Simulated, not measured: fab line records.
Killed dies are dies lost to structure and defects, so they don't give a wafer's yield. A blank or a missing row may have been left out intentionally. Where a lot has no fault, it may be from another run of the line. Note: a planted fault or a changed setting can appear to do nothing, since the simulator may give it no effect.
fab line records	flow sky130
record: lots: 24	wafers: 72	lastDay: 50
route steps=708 shown FIELD_ISO@28 LI_CONTACT@383 LOCAL_INTERCONNECT@400 METAL1@440 VIA1@481 METAL2@488
lots that met no fault: taken from a fault-free run of the same line
startH: start of the lot's first displayed wafer, in hours after the record's first day	waitH: how many hours have passed since the lot's step before this one	" the same as in the row above	L1.1+2: a single row standing in for several wafers	- no value present, or no start provided	* or withheld: withheld	< > ~ a bound
route shown NAME@n: names a module that has steps shown in the file, with the first one's number in the route	usual: mean/standard deviation of fault-free wafers	same: alike in all rows	chamber/n: place in a boat	sites: each site's reading	_std_site: their standard deviation	_edge_site: mean of outer sites minus mean of inner sites	radiusMm: for every site, how far away it sits from the centre of the wafer	mask NAME#n: copy n	behind: the most recent tool/chamber to have shaped the wafer	hold: reason for holding the lot/hours on hold/outcome of the hold	device: whichever transistor did not switch (one of n, p or np)	end of line: at the end of the route, the tests of the same wafers	step lacking rows: just its recipe	killed: count of dies lost to structure and defects at first sort (not the wafer's yield)	map: per-die view of a wafer (x killed, . not killed, _ where there is no die)
set.NAME: the run value of the setting; set.NAME@STEP: its run value at that earlier step	model.NAME: the simulator's own value behind a step, which no gauge read
one table for each step of the route and one row for each wafer, over a sample of lots
services: the hour from which a tool's chamber was out of use, counted from the record's first day as startH (under 0 if before that day), plus the number of hours and why
== steps ==
step: SKY_FIELD_ISO_CMP_27
recipe: stopOn: Si3N4	tOverpolishS: 16	downForcePsi: 4	platenRpm: 60	targetThkNm: 457.8	padVelocityMS: 0.94248
usual: edgeZonePressureFrac: 0.999/0.0047	headPressurePsi: 4.000/0.0079	motorCurrentA: 12.1/1.3	overpolishRunS: 15.999/0.0086	timeToEndpointS: 111/4.9
lot.wafer	tool	chamber	startH	waitH	edgeZonePressureFrac	headPressurePsi	motorCurrentA	overpolishRunS	timeToEndpointS
L074.4	cmp-01	1	37.06	0.0	0.996	3.990	10.6	16.000	106
L074.3	"	2	"	"	0.999	3.999	10.4	15.999	112
L074.1	"	0	"	"	1.013	4.008	12.4	16.003	112
L075.2	cmp-02	0	38.81	0.0	0.990	3.997	10.7	16.002	103
L075.1	"	3	"	"	1.001	4.010	14.4	15.984	105
L075.5	"	0	"	"	0.993	3.997	11.3	16.006	100
L076.4	cmp-02	1	46.19	0.1	0.992	3.992	11.7	15.990	118
L076.1	"	3	"	"	1.001	3.999	14.5	16.002	108
L076.5	"	0	"	"	0.996	3.985	10.8	16.006	106
L077.1	cmp-01	1	50.66	0.1	1.003	4.004	11.1	15.991	105
L077.4	"	2	"	"	1.009	4.020	10.3	16.008	113
L077.6	"	3	"	"	0.999	4.007	10.9	16.005	114
L078.2	cmp-02	0	54.83	0.0	1.001	3.995	10.8	15.999	108
L078.4	"	3	"	"	1.002	3.998	14.4	15.992	106
L078.5	"	0	"	"	0.995	4.002	11.1	15.991	109
L079.2	cmp-02	1	60.89	0.0	0.996	3.998	11.8	16.010	117
L079.4	"	3	"	"	0.991	3.995	14.1	16.007	108
L079.6	"	2	"	"	1.004	4.000	12.0	16.000	109
L080.3	cmp-02	2	63.76	0.0	1.001	3.991	12.3	16.002	111
L080.4	"	0	"	"	1.000	3.994	11.8	16.006	105
L080.6	"	3	"	"	1.002	3.988	14.5	15.995	106
L081.3	cmp-02	3	71.35	0.1	0.996	3.986	15.0	16.014	109
L081.4	"	0	"	"	0.995	3.988	10.9	15.999	101
L081.5	"	2	"	"	0.995	4.000	13.2	16.001	112
L082.4	cmp-02	2	75.16	0.1	0.998	3.998	12.5	15.999	110
L082.3	"	3	"	"	1.005	4.008	13.7	15.998	106
L082.6	"	2	"	"	0.995	4.002	12.9	15.982	109
L083.1	cmp-01	1	80.31	0.0	1.009	4.003	10.3	15.988	107
L083.4	"	2	"	"	1.012	4.005	10.6	16.009	109
L083.5	"	2	"	"	1.001	4.003	10.5	15.991	110
L084.2	cmp-01	2	84.42	0.0	1.005	3.998	11.2	16.000	111
L084.3	"	0	"	"	1.000	3.998	12.5	16.006	113
L084.5	"	3	"	"	0.991	3.990	11.0	16.006	111
L085.1	cmp-02	2	92.52	0.1	1.001	3.996	12.5	16.024	109
L085.2	"	3	"	"	1.001	4.003	14.3	15.998	108
L085.6	"	2	"	"	0.994	3.997	12.9	16.012	111
L086.4	cmp-02	2	101.91	0.1	0.997	4.010	12.7	15.979	114
L086.2	"	3	"	"	1.006	3.987	14.6	16.000	114
L086.5	"	0	"	"	0.994	4.012	11.2	16.002	107
L087.3	cmp-02	3	104.65	0.1	1.001	4.012	14.0	15.998	109
L087.4	"	1	"	"	0.999	3.998	11.8	16.009	121
L087.6	"	3	"	"	0.999	4.010	14.9	16.004	107
L088.3	cmp-01	1	108.69	0.1	1.005	4.007	11.1	15.984	106
L088.2	"	2	"	"	1.000	3.988	10.2	16.000	109
L088.6	"	1	"	"	1.001	4.005	10.6	16.003	110
L089.4	cmp-02	0	114.15	0.1	0.996	3.995	10.6	16.000	108
L089.3	"	1	"	"	0.993	4.000	11.9	16.000	124
L089.2	"	2	"	"	0.995	4.004	12.9	16.005	113
L090.1	cmp-02	3	119.12	0.1	0.997	4.012	14.9	16.003	109
L090.2	"	1	"	"	1.000	4.003	12.0	15.990	118
L090.6	"	3	"	"	0.995	4.006	15.0	16.003	110
L091.2	cmp-02	0	124.30	0.1	1.006	4.011	10.7	16.013	105
L091.1	"	2	"	"	1.003	4.003	13.2	15.990	110
L091.5	"	0	"	"	0.994	4.004	10.8	15.988	102
L092.4	cmp-02	0	128.46	0.0	1.002	4.007	11.0	15.992	104
L092.1	"	2	"	"	0.996	4.006	12.3	15.993	110
L092.6	"	1	"	"	1.000	4.021	12.2	15.997	122
L093.3	cmp-02	0	135.59	0.1	1.003	3.995	11.1	16.004	110
L093.1	"	2	"	"	1.003	4.000	12.3	15.999	112
L093.6	"	3	"	"	1.000	3.997	13.4	15.994	111
L094.2	cmp-02	3	137.09	0.0	1.008	3.990	14.8	16.006	112
L094.3	"	2	"	"	0.996	4.008	12.8	15.992	116
L094.6	"	3	"	"	0.999	4.009	14.0	15.999	111
L095.4	cmp-01	2	144.35	0.1	0.998	3.998	10.3	15.978	108
L095.5	"	3	"	"	0.998	4.001	10.6	15.994	112
L095.6	"	0	"	"	0.999	3.986	12.8	16.010	110
L096.3	cmp-01	3	149.30	0.1	0.991	4.017	11.0	16.020	115
L096.4	"	0	"	"	1.004	3.997	12.2	15.990	111
L096.6	"	3	"	"	1.000	4.004	10.6	15.994	112
L097.2	cmp-02	0	155.12	0.0	1.002	3.989	10.8	16.002	111
L097.3	"	3	"	"	1.000	4.004	14.5	15.997	109
L097.5	"	0	"	"	0.997	3.998	10.8	15.997	112
step: SKY_LI_CONTACT_CVD_21
recipe: material: W	targetThkNm: 400	timeS: 120.56	tempC: 400	pressureTorr: 40
usual: heaterPowerW: 827/54
lot.wafer	tool	chamber	startH	waitH	heaterPowerW
L074.1	cvdW-01	0	678.90	0.0	837
L074.3	"	1	"	"	915
L074.4	"	0	"	"	832
L075.1	cvdW-02	0	679.56	0.0	765
L075.2	"	1	"	"	827
L075.5	"	0	"	"	782
L076.1	cvdW-02	0	696.58	0.0	785
L076.4	"	0	"	"	770
L076.5	"	1	"	"	805
L077.1	cvdW-01	0	703.49	0.0	834
L077.4	"	1	"	"	933
L077.6	"	1	"	"	904
L078.2	cvdW-02	0	706.09	0.0	732
L078.4	"	0	"	"	744
L078.5	"	1	"	"	818
L080.3	cvdW-02	0	723.58	0.1	768
L080.4	"	1	"	"	807
L080.6	"	1	"	"	813
L079.2	cvdW-02	0	728.17	0.0	767
L079.4	"	0	"	"	779
L079.6	"	0	"	"	766
L081.3	cvdW-02	0	750.64	0.1	758
L081.4	"	1	"	"	800
L081.5	"	1	"	"	817
L082.3	cvdW-02	1	752.17	0.1	831
L082.4	"	0	"	"	758
L082.6	"	1	"	"	816
L083.1	cvdW-01	0	754.84	0.0	831
L083.4	"	1	"	"	937
L083.5	"	0	"	"	819
L084.2	cvdW-02	1	761.57	0.0	812
L084.3	"	1	"	"	812
L084.5	"	0	"	"	761
L085.1	cvdW-01	1	773.96	0.0	897
L085.2	"	0	"	"	834
L085.6	"	0	"	"	821
L086.2	cvdW-02	1	781.89	0.0	818
L086.4	"	1	"	"	842
L086.5	"	1	"	"	820
L087.3	cvdW-01	1	787.46	0.1	905
L087.4	"	0	"	"	817
L087.6	"	1	"	"	929
L088.2	cvdW-02	0	788.12	0.0	774
L088.3	"	1	"	"	857
L088.6	"	1	"	"	824
L089.2	cvdW-02	1	796.82	0.0	812
L089.3	"	0	"	"	751
L089.4	"	1	"	"	827
L090.1	cvdW-01	1	803.25	0.0	905
L090.2	"	0	"	"	817
L090.6	"	0	"	"	848
L091.1	cvdW-01	1	812.14	0.0	941
L091.2	"	0	"	"	835
L091.5	"	1	"	"	919
L092.1	cvdW-02	1	823.17	0.0	816
L092.4	"	0	"	"	766
L092.6	"	0	"	"	775
L093.1	cvdW-02	1	829.54	0.0	841
L093.3	"	1	"	"	816
L093.6	"	1	"	"	824
L094.2	cvdW-01	1	830.05	0.0	889
L094.3	"	0	"	"	827
L094.6	"	1	"	"	924
L095.4	cvdW-01	1	836.56	0.0	905
L095.5	"	1	"	"	927
L095.6	"	0	"	"	821
L096.3	cvdW-01	1	841.93	0.1	904
L096.4	"	0	"	"	816
L096.6	"	1	"	"	936
L097.2	cvdW-02	0	854.38	0.0	760
L097.3	"	1	"	"	838
L097.5	"	0	"	"	757
step: SKY_LOCAL_INTERCONNECT_ETCH_13
recipe: chemistry: N2/H2	target: BARC	ionEnergyEv: 200	biasW: 100	pressureMtorr: 30	n2FlowSccm: 100	h2FlowSccm: 200	icpW: 500	stopOn: SiO2	timeS: 45.9	targetDepthA: 600
usual: drypumpMotorCurrentA: 5.9/0.57	h2FlowSccm: 200.0/0.61	heBacksideLeakSccm: 3.43/0.23	oesProductAu: 0.855/0.0046	rfFwdPowerW: 494.3/2	throttleValvePct: 13.224/0.009
lot.wafer	tool	chamber	startH	waitH	drypumpMotorCurrentA	h2FlowSccm	heBacksideLeakSccm	oesProductAu	rfFwdPowerW	rfHoursCounterH	throttleValvePct
L074.1	rieMetal-01	1	707.65	0.0	6.6	200.4	3.27	0.854	493.5	12	13.233
L074.3	"	0	"	"	5.4	201.0	3.36	0.859	494.4	-	13.233
L074.4	"	1	"	"	6.6	199.9	3.11	0.855	494.8	-	13.210
L075.1	rieMetal-02	0	708.66	0.0	6.1	199.5	3.57	0.859	494.5	10	13.220
L075.2	"	0	"	"	6.1	198.4	3.44	0.853	491.7	-	13.228
L075.5	"	0	"	"	6.1	199.5	3.53	0.856	494.1	-	13.229
L076.1	rieMetal-03	1	725.51	0.0	5.0	200.1	3.56	0.852	493.1	14	13.225
L076.4	"	1	"	"	5.0	199.9	3.58	0.852	494.3	-	13.235
L076.5	"	1	"	"	5.0	199.9	3.50	0.862	494.5	-	13.216
L077.1	rieMetal-01	0	732.30	0.0	5.4	200.6	3.64	0.862	492.7	3	13.212
L077.4	"	0	"	"	5.4	200.3	3.54	0.854	494.7	-	13.226
L077.6	"	0	"	"	5.4	201.6	3.60	0.852	493.2	-	13.216
L078.2	rieMetal-02	0	734.72	0.0	6.1	200.3	3.45	0.854	491.5	11	13.211
L078.4	"	0	"	"	6.1	199.7	3.52	0.849	492.6	-	13.238
L078.5	"	0	"	"	6.1	199.7	3.54	0.860	492.9	-	13.229
L080.3	rieMetal-02	1	751.83	0.0	5.7	199.5	3.24	0.854	493.8	-	13.234
L080.4	"	0	"	"	6.1	199.8	3.48	0.856	488.9	-	13.215
L080.6	"	0	"	"	6.1	200.3	3.55	0.851	488.7	-	13.220
L079.2	rieMetal-03	0	756.21	0.0	6.4	201.1	3.38	0.854	495.7	0	13.217
L079.4	"	0	"	"	6.4	200.5	3.37	0.859	494.9	-	13.222
L079.6	"	0	"	"	6.4	200.9	3.38	0.847	497.8	-	13.213
L081.3	rieMetal-02	0	778.24	0.0	6.1	199.9	3.61	0.858	489.5	-	13.226
L081.4	"	1	"	"	5.7	199.9	3.02	0.858	492.7	-	13.229
L081.5	"	0	"	"	6.1	200.3	3.55	0.851	490.1	-	13.223
L082.3	rieMetal-03	0	779.81	0.1	6.4	199.5	3.52	0.849	496.6	-	13.229
L082.4	"	0	"	"	6.4	199.9	3.53	0.856	495.0	-	13.239
L082.6	"	0	"	"	6.4	200.8	3.49	0.862	495.6	-	13.220
L083.1	rieMetal-01	0	782.15	0.0	5.4	198.7	3.53	0.866	493.1	4	13.232
L083.4	"	0	"	"	5.4	200.3	3.72	0.863	494.2	-	13.214
L083.5	"	0	"	"	5.4	200.4	3.54	0.857	494.5	-	13.243
L084.2	rieMetal-03	0	789.22	0.0	6.4	200.7	3.51	0.861	491.3	-	13.223
L084.3	"	0	"	"	6.4	199.6	3.44	0.857	491.6	-	13.229
L084.5	"	0	"	"	6.4	199.9	3.47	0.862	492.4	-	13.223
L085.1	rieMetal-01	1	801.05	0.0	6.6	198.3	3.08	0.861	495.3	16	13.219
L085.2	"	0	"	"	5.4	200.2	3.58	0.852	492.6	5	13.236
L085.6	"	1	"	"	6.6	198.9	3.23	0.855	496.0	-	13.218
L086.2	rieMetal-02	0	809.01	0.0	6.1	200.0	3.54	0.847	493.3	14	13.224
L086.4	"	1	"	"	5.7	200.0	3.19	0.846	494.2	-	13.214
L086.5	"	0	"	"	6.1	199.9	3.42	0.858	491.7	-	13.219
L087.3	rieMetal-03	0	814.73	0.0	6.4	199.6	3.52	0.854	496.1	-	13.217
L087.4	"	1	"	"	5.0	199.5	3.54	0.858	497.6	-	13.231
L087.6	"	0	"	"	6.4	199.0	3.46	0.849	494.3	-	13.196
L088.2	rieMetal-01	0	815.88	0.0	5.4	200.2	3.57	0.860	491.6	-	13.237
L088.3	"	0	"	"	5.4	199.9	3.50	0.850	493.3	-	13.233
L088.6	"	0	"	"	5.4	200.1	3.62	0.846	492.7	-	13.212
L089.2	rieMetal-01	0	824.44	0.0	5.4	200.4	3.44	0.849	494.1	-	13.237
L089.3	"	0	"	"	5.4	200.0	3.34	0.858	493.6	-	13.227
L089.4	"	0	"	"	5.4	200.3	3.35	0.853	494.4	-	13.221
L090.1	rieMetal-03	1	830.56	0.0	5.0	199.8	3.50	0.846	495.7	1	13.232
L090.2	"	0	"	"	6.4	199.7	3.45	0.854	493.7	3	13.225
L090.6	"	1	"	"	5.0	199.9	3.43	0.852	495.1	-	13.234
L091.1	rieMetal-02	1	839.26	0.0	5.7	199.5	3.02	0.851	494.2	7	13.211
L091.2	"	0	"	"	6.1	199.8	3.39	0.854	493.0	15	13.205
L091.5	"	1	"	"	5.7	201.4	3.02	0.851	495.6	-	13.236
L092.1	rieMetal-03	0	850.42	0.0	6.4	200.2	3.46	0.860	494.9	4	13.233
L092.4	"	1	"	"	5.0	199.8	3.50	0.855	497.7	-	13.228
L092.6	"	0	"	"	6.4	200.4	3.41	0.853	497.8	-	13.214
L093.1	rieMetal-03	0	856.60	0.0	6.4	199.8	3.50	0.849	496.1	4	13.209
L093.3	"	1	"	"	5.0	199.2	3.54	0.854	497.1	-	13.229
L093.6	"	1	"	"	5.0	200.0	3.60	0.846	496.0	-	13.212
L094.2	rieMetal-01	1	857.41	0.0	6.6	199.4	3.10	0.858	494.1	1	13.217
L094.3	"	0	"	"	5.4	201.1	3.67	0.853	496.2	-	13.218
L094.6	"	1	"	"	6.6	199.7	2.90	0.860	494.5	-	13.237
L095.4	rieMetal-03	1	863.72	0.0	5.0	199.2	3.52	0.862	495.4	-	13.221
L095.5	"	1	"	"	5.0	199.5	3.53	0.855	495.7	-	13.225
L095.6	"	0	"	"	6.4	200.8	3.54	0.851	495.8	-	13.214
L096.3	rieMetal-01	1	868.89	0.0	6.6	200.4	3.36	0.858	494.5	-	13.239
L096.4	"	0	"	"	5.4	200.4	3.57	0.859	495.0	-	13.221
L096.6	"	1	"	"	6.6	200.5	3.19	0.859	494.8	-	13.232
L097.2	rieMetal-01	1	881.30	0.0	6.6	200.8	3.16	0.864	494.8	2	13.231
L097.3	"	1	"	"	6.6	200.0	3.31	0.863	496.0	-	13.223
L097.5	"	0	"	"	5.4	199.8	3.64	0.849	494.3	-	13.216
step: SKY_METAL1_THK_MEAS_06
recipe: thkMeasGauge: xrf	reads: AlCu_of_METAL1_SPUTTER_02
usual: METAL1_ALCU_THK: 247.3/2.9
lot.wafer	tool	chamber	startH	waitH	METAL1_ALCU_THK[nm]
L074.1	filmMetro-03	-	737.93	0.1	245.8
L074.3	"	-	"	"	249.8
L074.4	"	-	"	"	244.2
L075.1	filmMetro-01	-	739.11	0.1	248.9
L075.2	"	-	"	"	250.1
L075.5	"	-	"	"	246.5
L076.1	filmMetro-04	-	756.24	0.1	244.3
L076.4	"	-	"	"	245.4
L076.5	"	-	"	"	248.4
L077.1	filmMetro-01	-	762.25	0.1	244.9
L077.4	"	-	"	"	246.0
L077.6	"	-	"	"	247.6
L078.2	filmMetro-01	-	764.37	0.1	245.8
L078.4	"	-	"	"	246.6
L078.5	"	-	"	"	245.2
L080.3	filmMetro-03	-	782.25	0.1	248.5
L080.4	"	-	"	"	244.8
L080.6	"	-	"	"	245.2
L079.2	filmMetro-04	-	786.35	0.1	250.8
L079.4	"	-	"	"	247.8
L079.6	"	-	"	"	250.2
L081.3	filmMetro-03	-	808.70	0.1	256.3
L081.4	"	-	"	"	253.2
L081.5	"	-	"	"	254.7
L082.3	filmMetro-01	-	809.75	0.1	248.3
L082.4	"	-	"	"	247.7
L082.6	"	-	"	"	252.2
L083.1	filmMetro-03	-	811.36	0.1	248.7
L083.4	"	-	"	"	244.9
L083.5	"	-	"	"	244.5
L084.2	filmMetro-03	-	819.37	0.1	250.4
L084.3	"	-	"	"	246.5
L084.5	"	-	"	"	248.0
L085.1	filmMetro-01	-	831.11	0.1	249.0
L085.2	"	-	"	"	251.3
L085.6	"	-	"	"	245.2
L086.2	filmMetro-03	-	838.73	0.1	247.6
L086.4	"	-	"	"	240.6
L086.5	"	-	"	"	247.0
L087.3	filmMetro-03	-	844.19	0.1	244.7
L087.4	"	-	"	"	245.3
L087.6	"	-	"	"	249.8
L088.2	filmMetro-03	-	845.54	0.1	245.0
L088.3	"	-	"	"	242.9
L088.6	"	-	"	"	248.2
L089.2	filmMetro-03	-	853.74	0.1	247.5
L089.3	"	-	"	"	250.2
L089.4	"	-	"	"	246.4
L090.1	filmMetro-04	-	860.05	0.1	247.8
L090.2	"	-	"	"	246.2
L090.6	"	-	"	"	244.9
L091.1	filmMetro-03	-	868.99	0.1	246.1
L091.2	"	-	"	"	248.7
L091.5	"	-	"	"	247.0
L092.1	filmMetro-03	-	879.17	0.1	248.4
L092.4	"	-	"	"	244.8
L092.6	"	-	"	"	246.8
L093.1	filmMetro-04	-	885.50	0.1	247.1
L093.3	"	-	"	"	247.8
L093.6	"	-	"	"	246.3
L094.2	filmMetro-01	-	886.64	0.1	245.1
L094.3	"	-	"	"	242.8
L094.6	"	-	"	"	246.1
L095.4	filmMetro-01	-	893.06	0.1	245.0
L095.5	"	-	"	"	247.8
L095.6	"	-	"	"	245.2
L096.3	filmMetro-03	-	898.23	0.1	251.8
L096.4	"	-	"	"	248.4
L096.6	"	-	"	"	250.5
L097.2	filmMetro-04	-	909.60	0.1	247.1
L097.3	"	-	"	"	247.8
L097.5	"	-	"	"	246.0
step: SKY_VIA1_THK_MEAS_23
recipe: thkMeasGauge: xrf	reads: W_of_VIA1_CVD_21
usual: VIA1_W_THK: 268/6.2
lot.wafer	tool	chamber	startH	waitH	VIA1_W_THK[nm]
L074.1	filmMetro-01	-	794.37	0.1	280
L074.3	"	-	"	"	271
L074.4	"	-	"	"	283
L075.1	filmMetro-01	-	795.81	0.1	270
L075.2	"	-	"	"	267
L075.5	"	-	"	"	267
L076.1	filmMetro-04	-	811.62	0.1	260
L076.4	"	-	"	"	257
L076.5	"	-	"	"	260
L077.1	filmMetro-04	-	817.16	0.1	268
L077.4	"	-	"	"	265
L077.6	"	-	"	"	268
L078.2	filmMetro-04	-	819.60	0.1	269
L078.4	"	-	"	"	277
L078.5	"	-	"	"	269
L080.3	filmMetro-02	-	838.44	0.1	279
L080.4	"	-	"	"	269
L080.6	"	-	"	"	281
L079.2	filmMetro-04	-	842.13	0.1	274
L079.4	"	-	"	"	262
L079.6	"	-	"	"	264
L081.3	filmMetro-02	-	864.57	0.1	263
L081.4	"	-	"	"	269
L081.5	"	-	"	"	269
L082.3	filmMetro-04	-	864.89	0.1	266
L082.4	"	-	"	"	276
L082.6	"	-	"	"	276
L083.1	filmMetro-04	-	866.22	0.1	260
L083.4	"	-	"	"	264
L083.5	"	-	"	"	263
L084.2	filmMetro-04	-	874.98	0.1	267
L084.3	"	-	"	"	267
L084.5	"	-	"	"	265
L085.1	filmMetro-01	-	885.56	0.1	266
L085.2	"	-	"	"	269
L085.6	"	-	"	"	265
L086.2	filmMetro-01	-	893.67	0.1	279
L086.4	"	-	"	"	268
L086.5	"	-	"	"	280
L087.3	filmMetro-02	-	898.69	0.1	269
L087.4	"	-	"	"	264
L087.6	"	-	"	"	259
L088.2	filmMetro-04	-	900.04	0.1	261
L088.3	"	-	"	"	275
L088.6	"	-	"	"	263
L089.2	filmMetro-01	-	908.23	0.1	267
L089.3	"	-	"	"	266
L089.4	"	-	"	"	272
L090.1	filmMetro-01	-	914.38	0.1	266
L090.2	"	-	"	"	269
L090.6	"	-	"	"	269
L091.1	filmMetro-04	-	921.63	0.1	273
L091.2	"	-	"	"	265
L091.5	"	-	"	"	276
L092.1	filmMetro-01	-	931.81	0.1	269
L092.4	"	-	"	"	278
L092.6	"	-	"	"	268
L093.1	filmMetro-02	-	937.90	0.1	275
L093.3	"	-	"	"	263
L093.6	"	-	"	"	264
L094.2	filmMetro-04	-	939.65	0.1	270
L094.3	"	-	"	"	258
L094.6	"	-	"	"	269
L095.4	filmMetro-01	-	943.94	0.1	266
L095.5	"	-	"	"	274
L095.6	"	-	"	"	262
L096.3	filmMetro-04	-	950.29	0.1	259
L096.4	"	-	"	"	268
L096.6	"	-	"	"	269
L097.2	filmMetro-02	-	961.07	0.1	256
L097.3	"	-	"	"	262
L097.5	"	-	"	"	259
step: SKY_METAL2_RS_MEAS_05
recipe: thkMeasGauge: four-point-probe	reads: TiN_of_METAL2_SPUTTER_04+Ti_of_METAL2_SPUTTER_03+AlCu_of_METAL2_SPUTTER_02+TiN_of_METAL2_SPUTTER_01+Ti_of_METAL2_SPUTTER_00
usual: METAL2_ALCU_RS: 0.1265/0.002
lot.wafer	tool	chamber	startH	waitH	METAL2_ALCU_RS[ohm/sq]
L074.1	filmMetro-02	-	794.87	0.0	0.1248
L074.3	"	-	"	"	0.1237
L074.4	"	-	"	"	0.1239
L075.1	filmMetro-04	-	796.31	0.0	0.1283
L075.2	"	-	"	"	0.1270
L075.5	"	-	"	"	0.1252
L076.1	filmMetro-02	-	812.12	0.0	0.1270
L076.4	"	-	"	"	0.1255
L076.5	"	-	"	"	0.1254
L077.1	filmMetro-03	-	817.77	0.0	0.1247
L077.4	"	-	"	"	0.1239
L077.6	"	-	"	"	0.1258
L078.2	filmMetro-03	-	820.10	0.0	0.1263
L078.4	"	-	"	"	0.1249
L078.5	"	-	"	"	0.1240
L080.3	filmMetro-02	-	838.96	0.1	0.1254
L080.4	"	-	"	"	0.1255
L080.6	"	-	"	"	0.1268
L079.2	filmMetro-03	-	842.64	0.0	0.1251
L079.4	"	-	"	"	0.1247
L079.6	"	-	"	"	0.1256
L081.3	filmMetro-03	-	865.09	0.1	0.1264
L081.4	"	-	"	"	0.1245
L081.5	"	-	"	"	0.1232
L082.3	filmMetro-04	-	865.41	0.1	0.1263
L082.4	"	-	"	"	0.1255
L082.6	"	-	"	"	0.1260
L083.1	filmMetro-02	-	866.72	0.0	0.1252
L083.4	"	-	"	"	0.1277
L083.5	"	-	"	"	0.1248
L084.2	filmMetro-03	-	875.49	0.0	0.1275
L084.3	"	-	"	"	0.1260
L084.5	"	-	"	"	0.1265
L085.1	filmMetro-02	-	886.06	0.0	0.1261
L085.2	"	-	"	"	0.1273
L085.6	"	-	"	"	0.1263
L086.2	filmMetro-04	-	894.18	0.0	0.1292
L086.4	"	-	"	"	0.1297
L086.5	"	-	"	"	0.1297
L087.3	filmMetro-02	-	899.21	0.1	0.1251
L087.4	"	-	"	"	0.1277
L087.6	"	-	"	"	0.1263
L088.2	filmMetro-03	-	900.55	0.0	0.1284
L088.3	"	-	"	"	0.1311
L088.6	"	-	"	"	0.1284
L089.2	filmMetro-03	-	908.74	0.0	0.1247
L089.3	"	-	"	"	0.1268
L089.4	"	-	"	"	0.1246
L090.1	filmMetro-04	-	914.88	0.0	0.1260
L090.2	"	-	"	"	0.1267
L090.6	"	-	"	"	0.1256
L091.1	filmMetro-03	-	922.13	0.0	0.1278
L091.2	"	-	"	"	0.1251
L091.5	"	-	"	"	0.1268
L092.1	filmMetro-03	-	932.31	0.0	0.1281
L092.4	"	-	"	"	0.1278
L092.6	"	-	"	"	0.1299
L093.1	filmMetro-03	-	938.40	0.0	0.1285
L093.3	"	-	"	"	0.1254
L093.6	"	-	"	"	0.1254
L094.2	filmMetro-04	-	940.36	0.0	0.1290
L094.3	"	-	"	"	0.1282
L094.6	"	-	"	"	0.1265
L095.4	filmMetro-04	-	944.47	0.1	0.1314
L095.5	"	-	"	"	0.1260
L095.6	"	-	"	"	0.1288
L096.3	filmMetro-03	-	950.81	0.1	0.1295
L096.4	"	-	"	"	0.1278
L096.6	"	-	"	"	0.1297
L097.2	filmMetro-02	-	961.58	0.0	0.1280
L097.3	"	-	"	"	0.1304
L097.5	"	-	"	"	0.1282
== services ==
tool	chamber	startH	hours	kind
cvdW-02	0	61.26	10.2	repair
cmp-02	-	117.89	0.4	repair
cvdW-02	-	139.48	0.3	repair
cmp-02	-	156.86	23.9	pm
cmp-02	-	181.28	4.4	repair
cmp-02	-	214.73	1.1	repair
cmp-02	-	232.53	4.0	pm
cmp-02	-	309.27	2.6	repair
cmp-02	-	315.21	3.9	pm
cmp-02	-	359.95	3.8	repair
cvdW-01	-	390.00	14.0	pm
cvdW-01	-	460.04	2.8	pm
cmp-02	-	553.61	2.2	repair
cmp-02	-	561.17	1.6	repair
cmp-02	-	564.56	0.6	repair
cmp-02	-	572.53	4.0	pm
cmp-02	-	575.37	6.9	repair
cvdW-02	1	592.94	4.2	repair
cmp-02	-	609.38	1.0	repair
cmp-02	-	614.08	4.8	pm
cvdW-01	0	624.10	4.5	repair
cmp-02	-	637.20	0.4	repair
cvdW-02	-	653.40	1.5	repair
cmp-02	-	684.21	8.5	pm
== key ==
fault none
